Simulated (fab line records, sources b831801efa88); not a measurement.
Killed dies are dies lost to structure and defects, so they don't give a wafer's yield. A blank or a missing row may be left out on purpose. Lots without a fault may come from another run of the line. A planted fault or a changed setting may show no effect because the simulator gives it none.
Problem report in the 8D (eight disciplines) form, filled by code | flow sky130 | the parts of the form that need people (team, actions taken, sign-off) are left out

1. THE PROBLEM
head_pressure_psi at SKY_CONTACT_CMP_04 reads a mean of 1.762 psi on 6 wafers of 2 lots; wafers without a fault read 4.000 psi with a standard deviation of 0.0082. That is -99 or more standard deviations from the usual mean.
The step: polishes SiO2.
First seen on wafer L855.2, day 33 11:11, on cmp-01. The record holds 36 wafers of 12 lots with a number at this step. Rule for "out", or "out of limits": more than 4 standard deviations from the usual mean. The other wafers with a number count as sound.

2. WHAT IT IS AND WHAT IT IS NOT
question                    | is                                    | is not
which readings at this step | head_pressure_psi, time_to_endpoint_s | -
which lots                  | L855, L857                            | L846, L848, L850, L860, L862, L863, L864, L866, L867, L869
which wafers of those lots  | all that have a number                | -
read on which tools         | cmp-01                                | cmp-02
when                        | from day 33 11:11                     | up to then (9 sound wafers); but 21 sound wafers of L860, L862, L863, L864, L866, L867, L869 came after

3. SUSPECTS, AND WHAT RULES EACH OUT
Counting: a tool at a process step up to the reading stays a suspect if it ran every lot that is out and no sound lot after the first of them.
- rie_diel-02 at SKY_LI_CONTACT_ETCH_14 (etches BARC in N2/H2, stops on SiO2, time 45.9 s, target depth 60 nm): ruled out as a lasting fault. Sound lots L863, L869 ran on it after its first lot that is out, L855 (day 32 06:38).
- cmp-01 at SKY_CONTACT_CMP_04 (polishes SiO2): kept. It ran every lot that is out, first L855 (day 33 11:11), and no sound lot after that; its last sound lot up to then is L850 (day 32 02:16). Its own readings are out on those wafers: head_pressure_psi, time_to_endpoint_s.
Left after counting: cmp-01 at SKY_CONTACT_CMP_04.

4. THE CAUSE (what the simulator had put in)
Process parameter drift: cmp-01, from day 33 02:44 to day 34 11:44, at SKY_CONTACT_CMP_04. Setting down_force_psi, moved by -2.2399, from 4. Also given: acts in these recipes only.
Counting left only this tool.

5. THE CHAIN OF EFFECTS, in route order
Each row: a reading whose mean over the struck wafers that have a number lies more than 3 standard deviations from the usual. Only readings for which the record gives a usual standard deviation are gone through. hours: the time from each lot's start at the first step in this table that gives one to its start at this step, as a median over the lots. sigmas: the change in usual standard deviations.
hours | step                  | reading            | usual      | on struck wafers | change | sigmas
0     | SKY_CONTACT_CMP_04    | head_pressure_psi  | 4.000 psi  | 1.762            | -2.238 | -99 or more
0     | SKY_CONTACT_CMP_04    | motor_current_A    | 10.9 A     | 7.4              | -3.5   | -3.5
0     | SKY_CONTACT_CMP_04    | time_to_endpoint_s | 83 s       | 108              | +25    | +6.9
27    | SKY_CONTACT_ETCH_17   | oes_product_au     | 0.892 a.u. | 1.000            | +0.108 | +23
352   | SKY_PAD_OPEN_PROBE_99 | killed_at_contacts | 23         | 384              | +361   | +77
352   | SKY_PAD_OPEN_PROBE_99 | killed_dies        | 87         | 446              | +359   | +39
352   | SKY_PAD_OPEN_PROBE_99 | killed_on_rim      | 17         | 81               | +64    | +16
The process steps in it:
- SKY_CONTACT_CMP_04: polishes SiO2.
- SKY_CONTACT_ETCH_17: etches SiO2 in C4F8/O2/Ar, stops on Si3N4, target depth 340 nm.
- SKY_PAD_OPEN_PROBE_99

6. WHAT WOULD HAVE CAUGHT IT SOONER
In this record the first reading out of limits was taken at day 33 11:11, 8 hours after the fault began at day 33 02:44.
